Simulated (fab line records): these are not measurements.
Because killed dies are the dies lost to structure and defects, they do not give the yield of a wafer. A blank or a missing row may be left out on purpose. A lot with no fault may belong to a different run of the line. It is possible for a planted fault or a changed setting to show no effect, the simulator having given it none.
fab line records / flow sky130
record lots=12 wafers=36 last-day=50
route steps=708 shown PWDE@55 VT_ADJUST_NCORE@123 LDD_N@253 LDD_P@262
lots with no fault: from the same line, run without faults
start-h: the number of hours between the record's first day and the start of the first shown wafer of the lot / wait-h: hours from the lot's prior step to this one / " identical to the entry in the row above / L1.1+2: several wafers, shown together as one row / - either no value or no given start / * or withheld: withheld / < > ~ a bound
route shown NAME@n: names a module that has steps shown in the file, with the first one's number in the route / usual: mean and standard deviation over wafers with no fault / same: alike in all rows / chamber/n: place in a boat / sites: each site's reading / _std_site: the values' standard deviation / _edge_site: mean of outer sites minus mean of inner sites / radius-mm: for every site, how far away it sits from the centre of the wafer / mask NAME#n: copy n / behind: the most recent tool/chamber to have shaped the wafer / hold: what put the lot on hold/how long, in hours/how the hold closed / device: whichever transistor did not switch (one of n, p or np) / end of line: tests of these same wafers at the route's end / where a step has no rows: the recipe by itself / killed: dies lost to structure and defects at the first sort, not the wafer's yield / map: the dies of a wafer, with x for killed, . for not killed, _ for no die there
set.NAME: the setting as run; set.NAME@STEP: as run at that earlier step / model.NAME: the simulator's own value behind a step, which no gauge read
route steps across a sampled set of lots; one table per step, one row per wafer
services: when a tool's chamber went out of use (start-h, in hours from the record's first day, below 0 if earlier), for how many hours, and the reason
## steps
# step SKY_PWDE_TW_MEAS_10
# usual PWDE_TW=375/3.2
lot.wafer=L414.2 tool=film-metro-03 chamber=- start-h=66.57 wait-h=0.1 PWDE_TW=375
lot.wafer=L414.4 tool=film-metro-03 chamber=- start-h=66.57 wait-h=0.1 PWDE_TW=374
lot.wafer=L414.5 tool=film-metro-03 chamber=- start-h=66.57 wait-h=0.1 PWDE_TW=373
lot.wafer=L415.1 tool=film-metro-03 chamber=- start-h=71.78 wait-h=0.1 PWDE_TW=373
lot.wafer=L415.2 tool=film-metro-03 chamber=- start-h=71.78 wait-h=0.1 PWDE_TW=372
lot.wafer=L415.3 tool=film-metro-03 chamber=- start-h=71.78 wait-h=0.1 PWDE_TW=372
lot.wafer=L424.1 tool=film-metro-02 chamber=- start-h=129.13 wait-h=0.1 PWDE_TW=378
lot.wafer=L424.3 tool=film-metro-02 chamber=- start-h=129.13 wait-h=0.1 PWDE_TW=377
lot.wafer=L424.5 tool=film-metro-02 chamber=- start-h=129.13 wait-h=0.1 PWDE_TW=377
lot.wafer=L427.1 tool=film-metro-04 chamber=- start-h=145.46 wait-h=0.1 PWDE_TW=373
lot.wafer=L427.3 tool=film-metro-04 chamber=- start-h=145.46 wait-h=0.1 PWDE_TW=374
lot.wafer=L427.6 tool=film-metro-04 chamber=- start-h=145.46 wait-h=0.1 PWDE_TW=373
lot.wafer=L430.3 tool=film-metro-03 chamber=- start-h=159.43 wait-h=0.1 PWDE_TW=370
lot.wafer=L430.5 tool=film-metro-03 chamber=- start-h=159.43 wait-h=0.1 PWDE_TW=369
lot.wafer=L430.6 tool=film-metro-03 chamber=- start-h=159.43 wait-h=0.1 PWDE_TW=369
lot.wafer=L431.2 tool=film-metro-03 chamber=- start-h=166.37 wait-h=0.1 PWDE_TW=371
lot.wafer=L431.3 tool=film-metro-03 chamber=- start-h=166.37 wait-h=0.1 PWDE_TW=372
lot.wafer=L431.6 tool=film-metro-03 chamber=- start-h=166.37 wait-h=0.1 PWDE_TW=369
lot.wafer=L432.1 tool=film-metro-02 chamber=- start-h=172.81 wait-h=0.1 PWDE_TW=376
lot.wafer=L432.3 tool=film-metro-02 chamber=- start-h=172.81 wait-h=0.1 PWDE_TW=377
lot.wafer=L432.4 tool=film-metro-02 chamber=- start-h=172.81 wait-h=0.1 PWDE_TW=373
lot.wafer=L433.1 tool=film-metro-02 chamber=- start-h=178.03 wait-h=0.1 PWDE_TW=376
lot.wafer=L433.4 tool=film-metro-02 chamber=- start-h=178.03 wait-h=0.1 PWDE_TW=376
lot.wafer=L433.5 tool=film-metro-02 chamber=- start-h=178.03 wait-h=0.1 PWDE_TW=378
lot.wafer=L434.3 tool=film-metro-04 chamber=- start-h=180.15 wait-h=0.1 PWDE_TW=374
lot.wafer=L434.5 tool=film-metro-04 chamber=- start-h=180.15 wait-h=0.1 PWDE_TW=374
lot.wafer=L434.6 tool=film-metro-04 chamber=- start-h=180.15 wait-h=0.1 PWDE_TW=374
lot.wafer=L435.3 tool=film-metro-03 chamber=- start-h=188.38 wait-h=0.1 PWDE_TW=373
lot.wafer=L435.4 tool=film-metro-03 chamber=- start-h=188.38 wait-h=0.1 PWDE_TW=374
lot.wafer=L435.6 tool=film-metro-03 chamber=- start-h=188.38 wait-h=0.1 PWDE_TW=373
lot.wafer=L436.1 tool=film-metro-04 chamber=- start-h=197.06 wait-h=0.1 PWDE_TW=376
lot.wafer=L436.2 tool=film-metro-04 chamber=- start-h=197.06 wait-h=0.1 PWDE_TW=376
lot.wafer=L436.3 tool=film-metro-04 chamber=- start-h=197.06 wait-h=0.1 PWDE_TW=373
lot.wafer=L437.2 tool=film-metro-04 chamber=- start-h=197.39 wait-h=0.1 PWDE_TW=374
lot.wafer=L437.4 tool=film-metro-04 chamber=- start-h=197.39 wait-h=0.1 PWDE_TW=377
lot.wafer=L437.5 tool=film-metro-04 chamber=- start-h=197.39 wait-h=0.1 PWDE_TW=375
# step SKY_VT_ADJUST_NCORE_EXPOSE_04
# recipe mask-id=LVTN_COMPLEMENT_THIN na=0.6 source-shape=conventional sigma-outer=0.6 polarization=unpolarized target-cd-nm=380 dose-mj=139
# usual exposure-dose-mJ-cm2=138.98/0.14
lot.wafer=L414.2 tool=iline-stepper-01 chamber=0 start-h=169.44 wait-h=- mask=LVTN_COMPLEMENT_THIN#0 exposure-dose-mJ-cm2=138.90
lot.wafer=L414.4 tool=iline-stepper-01 chamber=0 start-h=169.44 wait-h=- mask=LVTN_COMPLEMENT_THIN#0 exposure-dose-mJ-cm2=139.13
lot.wafer=L414.5 tool=iline-stepper-01 chamber=0 start-h=169.44 wait-h=- mask=LVTN_COMPLEMENT_THIN#0 exposure-dose-mJ-cm2=138.80
lot.wafer=L415.1 tool=iline-stepper-02 chamber=0 start-h=173.72 wait-h=- mask=LVTN_COMPLEMENT_THIN#0 exposure-dose-mJ-cm2=138.93
lot.wafer=L415.2 tool=iline-stepper-02 chamber=0 start-h=173.72 wait-h=- mask=LVTN_COMPLEMENT_THIN#0 exposure-dose-mJ-cm2=138.96
lot.wafer=L415.3 tool=iline-stepper-02 chamber=0 start-h=173.72 wait-h=- mask=LVTN_COMPLEMENT_THIN#0 exposure-dose-mJ-cm2=138.77
lot.wafer=L424.1 tool=iline-stepper-01 chamber=0 start-h=246.15 wait-h=- mask=LVTN_COMPLEMENT_THIN#0 exposure-dose-mJ-cm2=139.98
lot.wafer=L424.3 tool=iline-stepper-01 chamber=0 start-h=246.15 wait-h=- mask=LVTN_COMPLEMENT_THIN#0 exposure-dose-mJ-cm2=139.99
lot.wafer=L424.5 tool=iline-stepper-01 chamber=0 start-h=246.15 wait-h=- mask=LVTN_COMPLEMENT_THIN#0 exposure-dose-mJ-cm2=140.03
lot.wafer=L427.1 tool=iline-stepper-02 chamber=0 start-h=267.50 wait-h=- mask=LVTN_COMPLEMENT_THIN#0 exposure-dose-mJ-cm2=138.94
lot.wafer=L427.3 tool=iline-stepper-02 chamber=0 start-h=267.50 wait-h=- mask=LVTN_COMPLEMENT_THIN#0 exposure-dose-mJ-cm2=139.14
lot.wafer=L427.6 tool=iline-stepper-02 chamber=0 start-h=267.50 wait-h=- mask=LVTN_COMPLEMENT_THIN#0 exposure-dose-mJ-cm2=138.96
lot.wafer=L430.3 tool=iline-stepper-02 chamber=0 start-h=287.91 wait-h=- mask=LVTN_COMPLEMENT_THIN#0 exposure-dose-mJ-cm2=139.00
lot.wafer=L430.5 tool=iline-stepper-02 chamber=0 start-h=287.91 wait-h=- mask=LVTN_COMPLEMENT_THIN#0 exposure-dose-mJ-cm2=139.01
lot.wafer=L430.6 tool=iline-stepper-02 chamber=0 start-h=287.91 wait-h=- mask=LVTN_COMPLEMENT_THIN#0 exposure-dose-mJ-cm2=138.96
lot.wafer=L431.2 tool=iline-stepper-02 chamber=0 start-h=294.35 wait-h=- mask=LVTN_COMPLEMENT_THIN#0 exposure-dose-mJ-cm2=138.84
lot.wafer=L431.3 tool=iline-stepper-02 chamber=0 start-h=294.35 wait-h=- mask=LVTN_COMPLEMENT_THIN#0 exposure-dose-mJ-cm2=138.96
lot.wafer=L431.6 tool=iline-stepper-02 chamber=0 start-h=294.35 wait-h=- mask=LVTN_COMPLEMENT_THIN#0 exposure-dose-mJ-cm2=138.76
lot.wafer=L432.1 tool=iline-stepper-02 chamber=0 start-h=303.07 wait-h=- mask=LVTN_COMPLEMENT_THIN#0 exposure-dose-mJ-cm2=138.76
lot.wafer=L432.3 tool=iline-stepper-02 chamber=0 start-h=303.07 wait-h=- mask=LVTN_COMPLEMENT_THIN#0 exposure-dose-mJ-cm2=138.92
lot.wafer=L432.4 tool=iline-stepper-02 chamber=0 start-h=303.07 wait-h=- mask=LVTN_COMPLEMENT_THIN#0 exposure-dose-mJ-cm2=138.90
lot.wafer=L433.1 tool=iline-stepper-01 chamber=0 start-h=310.30 wait-h=- mask=LVTN_COMPLEMENT_THIN#0 exposure-dose-mJ-cm2=138.89
lot.wafer=L433.4 tool=iline-stepper-01 chamber=0 start-h=310.30 wait-h=- mask=LVTN_COMPLEMENT_THIN#0 exposure-dose-mJ-cm2=138.88
lot.wafer=L433.5 tool=iline-stepper-01 chamber=0 start-h=310.30 wait-h=- mask=LVTN_COMPLEMENT_THIN#0 exposure-dose-mJ-cm2=138.88
lot.wafer=L434.3 tool=iline-stepper-02 chamber=0 start-h=314.69 wait-h=- mask=LVTN_COMPLEMENT_THIN#0 exposure-dose-mJ-cm2=139.17
lot.wafer=L434.5 tool=iline-stepper-02 chamber=0 start-h=314.69 wait-h=- mask=LVTN_COMPLEMENT_THIN#0 exposure-dose-mJ-cm2=139.12
lot.wafer=L434.6 tool=iline-stepper-02 chamber=0 start-h=314.69 wait-h=- mask=LVTN_COMPLEMENT_THIN#0 exposure-dose-mJ-cm2=139.11
lot.wafer=L435.3 tool=iline-stepper-01 chamber=0 start-h=321.44 wait-h=- mask=LVTN_COMPLEMENT_THIN#0 exposure-dose-mJ-cm2=138.97
lot.wafer=L435.4 tool=iline-stepper-01 chamber=0 start-h=321.44 wait-h=- mask=LVTN_COMPLEMENT_THIN#0 exposure-dose-mJ-cm2=138.97
lot.wafer=L435.6 tool=iline-stepper-01 chamber=0 start-h=321.44 wait-h=- mask=LVTN_COMPLEMENT_THIN#0 exposure-dose-mJ-cm2=138.84
lot.wafer=L436.1 tool=iline-stepper-01 chamber=0 start-h=331.78 wait-h=- mask=LVTN_COMPLEMENT_THIN#0 exposure-dose-mJ-cm2=139.12
lot.wafer=L436.2 tool=iline-stepper-01 chamber=0 start-h=331.78 wait-h=- mask=LVTN_COMPLEMENT_THIN#0 exposure-dose-mJ-cm2=139.29
lot.wafer=L436.3 tool=iline-stepper-01 chamber=0 start-h=331.78 wait-h=- mask=LVTN_COMPLEMENT_THIN#0 exposure-dose-mJ-cm2=139.01
lot.wafer=L437.2 tool=iline-stepper-01 chamber=0 start-h=332.56 wait-h=- mask=LVTN_COMPLEMENT_THIN#0 exposure-dose-mJ-cm2=139.12
lot.wafer=L437.4 tool=iline-stepper-01 chamber=0 start-h=332.56 wait-h=- mask=LVTN_COMPLEMENT_THIN#0 exposure-dose-mJ-cm2=139.09
lot.wafer=L437.5 tool=iline-stepper-01 chamber=0 start-h=332.56 wait-h=- mask=LVTN_COMPLEMENT_THIN#0 exposure-dose-mJ-cm2=139.21
# step SKY_LDD_N_STRIP_16
# recipe chemistry=O2/N2 power-w=1400 pressure-mtorr=1500 platen-temp-c=withheld o2-flow-sccm=3000 n2-flow-sccm=300 overash-fraction=0.5
# usual drypump-motor-current-A=5.7/0.47 oes-product-au=0.406/0.0054 strip-time-to-endpoint-s=4.312/0.016
lot.wafer=L414.2 tool=plasma-asher-03 chamber=1 start-h=404.73 wait-h=0.1 drypump-motor-current-A=5.9 oes-product-au=0.413 rf-hours-counter-h=70 strip-time-to-endpoint-s=4.291
lot.wafer=L414.4 tool=plasma-asher-03 chamber=1 start-h=404.73 wait-h=0.1 drypump-motor-current-A=5.9 oes-product-au=0.402 rf-hours-counter-h=- strip-time-to-endpoint-s=4.294
lot.wafer=L414.5 tool=plasma-asher-03 chamber=0 start-h=404.73 wait-h=0.1 drypump-motor-current-A=6.3 oes-product-au=0.403 rf-hours-counter-h=- strip-time-to-endpoint-s=4.284
lot.wafer=L415.1 tool=plasma-asher-01 chamber=1 start-h=410.56 wait-h=0.1 drypump-motor-current-A=6.2 oes-product-au=0.401 rf-hours-counter-h=27 strip-time-to-endpoint-s=4.343
lot.wafer=L415.2 tool=plasma-asher-01 chamber=0 start-h=410.56 wait-h=0.1 drypump-motor-current-A=5.4 oes-product-au=0.401 rf-hours-counter-h=27 strip-time-to-endpoint-s=4.317
lot.wafer=L415.3 tool=plasma-asher-01 chamber=0 start-h=410.56 wait-h=0.1 drypump-motor-current-A=5.4 oes-product-au=0.418 rf-hours-counter-h=- strip-time-to-endpoint-s=4.322
lot.wafer=L424.1 tool=plasma-asher-03 chamber=1 start-h=506.71 wait-h=0.1 drypump-motor-current-A=6.0 oes-product-au=0.405 rf-hours-counter-h=5 strip-time-to-endpoint-s=4.324
lot.wafer=L424.3 tool=plasma-asher-03 chamber=0 start-h=506.71 wait-h=0.1 drypump-motor-current-A=6.3 oes-product-au=0.411 rf-hours-counter-h=- strip-time-to-endpoint-s=4.293
lot.wafer=L424.5 tool=plasma-asher-03 chamber=1 start-h=506.71 wait-h=0.1 drypump-motor-current-A=5.9 oes-product-au=0.412 rf-hours-counter-h=- strip-time-to-endpoint-s=4.299
lot.wafer=L427.1 tool=plasma-asher-02 chamber=1 start-h=528.46 wait-h=0.1 drypump-motor-current-A=5.2 oes-product-au=0.402 rf-hours-counter-h=74 strip-time-to-endpoint-s=4.302
lot.wafer=L427.3 tool=plasma-asher-02 chamber=0 start-h=528.46 wait-h=0.1 drypump-motor-current-A=5.2 oes-product-au=0.408 rf-hours-counter-h=- strip-time-to-endpoint-s=4.305
lot.wafer=L427.6 tool=plasma-asher-02 chamber=1 start-h=528.46 wait-h=0.1 drypump-motor-current-A=5.2 oes-product-au=0.397 rf-hours-counter-h=- strip-time-to-endpoint-s=4.309
lot.wafer=L431.2 tool=plasma-asher-01 chamber=1 start-h=562.61 wait-h=0.1 drypump-motor-current-A=6.2 oes-product-au=0.406 rf-hours-counter-h=43 strip-time-to-endpoint-s=4.327
lot.wafer=L431.3 tool=plasma-asher-01 chamber=0 start-h=562.61 wait-h=0.1 drypump-motor-current-A=5.4 oes-product-au=0.408 rf-hours-counter-h=- strip-time-to-endpoint-s=4.323
lot.wafer=L431.6 tool=plasma-asher-01 chamber=1 start-h=562.61 wait-h=0.1 drypump-motor-current-A=6.2 oes-product-au=0.401 rf-hours-counter-h=- strip-time-to-endpoint-s=4.319
lot.wafer=L430.3 tool=plasma-asher-01 chamber=1 start-h=563.89 wait-h=0.1 drypump-motor-current-A=6.2 oes-product-au=0.403 rf-hours-counter-h=- strip-time-to-endpoint-s=4.316
lot.wafer=L430.5 tool=plasma-asher-01 chamber=1 start-h=563.89 wait-h=0.1 drypump-motor-current-A=6.2 oes-product-au=0.409 rf-hours-counter-h=- strip-time-to-endpoint-s=4.315
lot.wafer=L430.6 tool=plasma-asher-01 chamber=0 start-h=563.89 wait-h=0.1 drypump-motor-current-A=5.4 oes-product-au=0.407 rf-hours-counter-h=- strip-time-to-endpoint-s=4.314
lot.wafer=L432.1 tool=plasma-asher-03 chamber=1 start-h=569.01 wait-h=0.1 drypump-motor-current-A=5.9 oes-product-au=0.417 rf-hours-counter-h=11 strip-time-to-endpoint-s=4.300
lot.wafer=L432.3 tool=plasma-asher-03 chamber=1 start-h=569.01 wait-h=0.1 drypump-motor-current-A=5.9 oes-product-au=0.410 rf-hours-counter-h=- strip-time-to-endpoint-s=4.318
lot.wafer=L432.4 tool=plasma-asher-03 chamber=0 start-h=569.01 wait-h=0.1 drypump-motor-current-A=6.4 oes-product-au=0.409 rf-hours-counter-h=- strip-time-to-endpoint-s=4.310
lot.wafer=L433.1 tool=plasma-asher-01 chamber=1 start-h=574.91 wait-h=0.1 drypump-motor-current-A=6.2 oes-product-au=0.400 rf-hours-counter-h=44 strip-time-to-endpoint-s=4.296
lot.wafer=L433.4 tool=plasma-asher-01 chamber=0 start-h=574.91 wait-h=0.1 drypump-motor-current-A=5.4 oes-product-au=0.407 rf-hours-counter-h=- strip-time-to-endpoint-s=4.283
lot.wafer=L433.5 tool=plasma-asher-01 chamber=1 start-h=574.91 wait-h=0.1 drypump-motor-current-A=6.2 oes-product-au=0.399 rf-hours-counter-h=- strip-time-to-endpoint-s=4.296
lot.wafer=L434.3 tool=plasma-asher-02 chamber=0 start-h=579.09 wait-h=0.1 drypump-motor-current-A=5.1 oes-product-au=0.411 rf-hours-counter-h=- strip-time-to-endpoint-s=4.330
lot.wafer=L434.5 tool=plasma-asher-02 chamber=0 start-h=579.09 wait-h=0.1 drypump-motor-current-A=5.2 oes-product-au=0.403 rf-hours-counter-h=- strip-time-to-endpoint-s=4.323
lot.wafer=L434.6 tool=plasma-asher-02 chamber=1 start-h=579.09 wait-h=0.1 drypump-motor-current-A=5.2 oes-product-au=0.405 rf-hours-counter-h=- strip-time-to-endpoint-s=4.315
lot.wafer=L435.3 tool=plasma-asher-03 chamber=1 start-h=586.79 wait-h=0.1 drypump-motor-current-A=5.9 oes-product-au=0.403 rf-hours-counter-h=- strip-time-to-endpoint-s=4.305
lot.wafer=L435.4 tool=plasma-asher-03 chamber=0 start-h=586.79 wait-h=0.1 drypump-motor-current-A=6.3 oes-product-au=0.405 rf-hours-counter-h=- strip-time-to-endpoint-s=4.328
lot.wafer=L435.6 tool=plasma-asher-03 chamber=1 start-h=586.79 wait-h=0.1 drypump-motor-current-A=5.9 oes-product-au=0.409 rf-hours-counter-h=- strip-time-to-endpoint-s=4.335
lot.wafer=L436.1 tool=plasma-asher-03 chamber=0 start-h=602.06 wait-h=0.1 drypump-motor-current-A=6.3 oes-product-au=0.411 rf-hours-counter-h=14 strip-time-to-endpoint-s=4.324
lot.wafer=L436.2 tool=plasma-asher-03 chamber=1 start-h=602.06 wait-h=0.1 drypump-motor-current-A=5.9 oes-product-au=0.404 rf-hours-counter-h=14 strip-time-to-endpoint-s=4.299
lot.wafer=L436.3 tool=plasma-asher-03 chamber=1 start-h=602.06 wait-h=0.1 drypump-motor-current-A=5.9 oes-product-au=0.398 rf-hours-counter-h=- strip-time-to-endpoint-s=4.310
lot.wafer=L437.2 tool=plasma-asher-02 chamber=1 start-h=605.21 wait-h=0.1 drypump-motor-current-A=5.2 oes-product-au=0.402 rf-hours-counter-h=81 strip-time-to-endpoint-s=4.310
lot.wafer=L437.4 tool=plasma-asher-02 chamber=0 start-h=605.21 wait-h=0.1 drypump-motor-current-A=5.1 oes-product-au=0.404 rf-hours-counter-h=- strip-time-to-endpoint-s=4.315
lot.wafer=L437.5 tool=plasma-asher-02 chamber=1 start-h=605.21 wait-h=0.1 drypump-motor-current-A=5.2 oes-product-au=0.408 rf-hours-counter-h=- strip-time-to-endpoint-s=4.298
# step SKY_LDD_P_CD_MEAS_07
# recipe target-cd-nm=380
# usual cd-nm=380.4/2.5
lot.wafer=L414.2 tool=cd-sem-01 chamber=- start-h=435.14 wait-h=0.1 cd-nm=377.6
lot.wafer=L414.4 tool=cd-sem-01 chamber=- start-h=435.14 wait-h=0.1 cd-nm=380.8
lot.wafer=L414.5 tool=cd-sem-01 chamber=- start-h=435.14 wait-h=0.1 cd-nm=380.3
lot.wafer=L415.1 tool=cd-sem-02 chamber=- start-h=441.51 wait-h=0.2 cd-nm=380.9
lot.wafer=L415.2 tool=cd-sem-02 chamber=- start-h=441.51 wait-h=0.2 cd-nm=380.0
lot.wafer=L415.3 tool=cd-sem-02 chamber=- start-h=441.51 wait-h=0.2 cd-nm=377.8
lot.wafer=L424.1 tool=cd-sem-01 chamber=- start-h=536.89 wait-h=0.1 cd-nm=376.5
lot.wafer=L424.3 tool=cd-sem-01 chamber=- start-h=536.89 wait-h=0.1 cd-nm=375.8
lot.wafer=L424.5 tool=cd-sem-01 chamber=- start-h=536.89 wait-h=0.1 cd-nm=378.7
lot.wafer=L427.1 tool=cd-sem-01 chamber=- start-h=558.92 wait-h=0.1 cd-nm=380.6
lot.wafer=L427.3 tool=cd-sem-01 chamber=- start-h=558.92 wait-h=0.1 cd-nm=379.7
lot.wafer=L427.6 tool=cd-sem-01 chamber=- start-h=558.92 wait-h=0.1 cd-nm=380.6
lot.wafer=L431.2 tool=cd-sem-01 chamber=- start-h=592.21 wait-h=0.1 cd-nm=376.9
lot.wafer=L431.3 tool=cd-sem-01 chamber=- start-h=592.21 wait-h=0.1 cd-nm=378.8
lot.wafer=L431.6 tool=cd-sem-01 chamber=- start-h=592.21 wait-h=0.1 cd-nm=376.6
lot.wafer=L430.3 tool=cd-sem-02 chamber=- start-h=593.31 wait-h=0.1 cd-nm=384.7
lot.wafer=L430.5 tool=cd-sem-02 chamber=- start-h=593.31 wait-h=0.1 cd-nm=382.9
lot.wafer=L430.6 tool=cd-sem-02 chamber=- start-h=593.31 wait-h=0.1 cd-nm=386.5
lot.wafer=L432.1 tool=cd-sem-01 chamber=- start-h=597.27 wait-h=0.1 cd-nm=379.8
lot.wafer=L432.3 tool=cd-sem-01 chamber=- start-h=597.27 wait-h=0.1 cd-nm=381.3
lot.wafer=L432.4 tool=cd-sem-01 chamber=- start-h=597.27 wait-h=0.1 cd-nm=377.6
lot.wafer=L433.1 tool=cd-sem-01 chamber=- start-h=603.67 wait-h=0.1 cd-nm=381.8
lot.wafer=L433.4 tool=cd-sem-01 chamber=- start-h=603.67 wait-h=0.1 cd-nm=381.4
lot.wafer=L433.5 tool=cd-sem-01 chamber=- start-h=603.67 wait-h=0.1 cd-nm=380.3
lot.wafer=L434.3 tool=cd-sem-02 chamber=- start-h=608.56 wait-h=0.1 cd-nm=383.1
lot.wafer=L434.5 tool=cd-sem-02 chamber=- start-h=608.56 wait-h=0.1 cd-nm=382.8
lot.wafer=L434.6 tool=cd-sem-02 chamber=- start-h=608.56 wait-h=0.1 cd-nm=381.5
lot.wafer=L435.3 tool=cd-sem-01 chamber=- start-h=616.13 wait-h=0.1 cd-nm=382.3
lot.wafer=L435.4 tool=cd-sem-01 chamber=- start-h=616.13 wait-h=0.1 cd-nm=387.0
lot.wafer=L435.6 tool=cd-sem-01 chamber=- start-h=616.13 wait-h=0.1 cd-nm=382.9
lot.wafer=L436.1 tool=cd-sem-02 chamber=- start-h=631.27 wait-h=0.1 cd-nm=379.2
lot.wafer=L436.2 tool=cd-sem-02 chamber=- start-h=631.27 wait-h=0.1 cd-nm=382.4
lot.wafer=L436.3 tool=cd-sem-02 chamber=- start-h=631.27 wait-h=0.1 cd-nm=377.2
lot.wafer=L437.2 tool=cd-sem-02 chamber=- start-h=633.94 wait-h=0.1 cd-nm=379.1
lot.wafer=L437.4 tool=cd-sem-02 chamber=- start-h=633.94 wait-h=0.1 cd-nm=380.4
lot.wafer=L437.5 tool=cd-sem-02 chamber=- start-h=633.94 wait-h=0.1 cd-nm=377.7
## services
tool=iline-stepper-02 chamber=- start-h=154.16 hours=1.7 kind=pm
tool=iline-stepper-01 chamber=- start-h=164.36 hours=1.7 kind=pm
tool=iline-stepper-02 chamber=- start-h=188.20 hours=2.1 kind=pm
tool=plasma-asher-01 chamber=- start-h=201.45 hours=14.6 kind=pm
tool=plasma-asher-02 chamber=- start-h=238.85 hours=1.7 kind=repair
tool=plasma-asher-02 chamber=- start-h=281.11 hours=0.3 kind=repair
tool=plasma-asher-03 chamber=- start-h=289.90 hours=7.0 kind=repair
tool=iline-stepper-01 chamber=- start-h=361.39 hours=2.1 kind=pm
tool=iline-stepper-02 chamber=- start-h=372.32 hours=1.7 kind=pm
tool=plasma-asher-01 chamber=- start-h=377.05 hours=0.9 kind=repair
tool=iline-stepper-01 chamber=- start-h=382.54 hours=1.7 kind=pm
tool=iline-stepper-02 chamber=- start-h=388.28 hours=1.0 kind=repair
tool=plasma-asher-03 chamber=- start-h=421.25 hours=9.0 kind=pm
tool=plasma-asher-01 chamber=- start-h=437.47 hours=4.3 kind=pm
tool=plasma-asher-03 chamber=- start-h=439.66 hours=22.2 kind=repair
tool=plasma-asher-03 chamber=- start-h=463.42 hours=3.4 kind=repair
tool=plasma-asher-02 chamber=- start-h=506.94 hours=2.8 kind=pm
tool=plasma-asher-03 chamber=- start-h=527.49 hours=4.7 kind=repair
tool=plasma-asher-01 chamber=- start-h=529.21 hours=0.6 kind=repair
tool=iline-stepper-02 chamber=- start-h=571.78 hours=12.4 kind=repair
tool=plasma-asher-03 chamber=- start-h=579.54 hours=2.8 kind=pm
tool=iline-stepper-02 chamber=- start-h=590.50 hours=1.7 kind=pm
tool=plasma-asher-02 chamber=- start-h=591.06 hours=4.3 kind=pm
tool=iline-stepper-01 chamber=- start-h=600.72 hours=1.7 kind=pm
## key
first-sign step=SKY_VT_ADJUST_NCORE_EXPOSE_04 reading=exposure-dose-mJ-cm2 direction=up sigmas=7.1 usual=* struck=*
effect none on later readings
met-at SKY_VT_ADJUST_NCORE_EXPOSE_04
struck-lots L424
tester-left-out L424
loop-trim step=SKY_VT_ADJUST_NCORE_EXPOSE_04 setting=dose lots=L424
not-acting-at SKY_PWDE_TW_MEAS_10,SKY_LDD_N_STRIP_16,SKY_LDD_P_CD_MEAS_07
onset-between 169.44 246.15
fault kind=process-parameter-drift tool=iline-stepper-01 chamber=- onset-h=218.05 steps=SKY_VT_ADJUST_NCORE_EXPOSE_04 channel=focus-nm offset=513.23 spread-by-wafer=0.3 shape=step end-h=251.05
# tester-left-out: of these lots the tester's yield and bins aren't shown, on N5 and GAA mostly nor the transistor test; their killed dies are dies lost to structure and defects alone, not to doping, threshold or leakage, so they don't give the yield
# loop-trim: a control loop set the setting to another value than it would have without faults
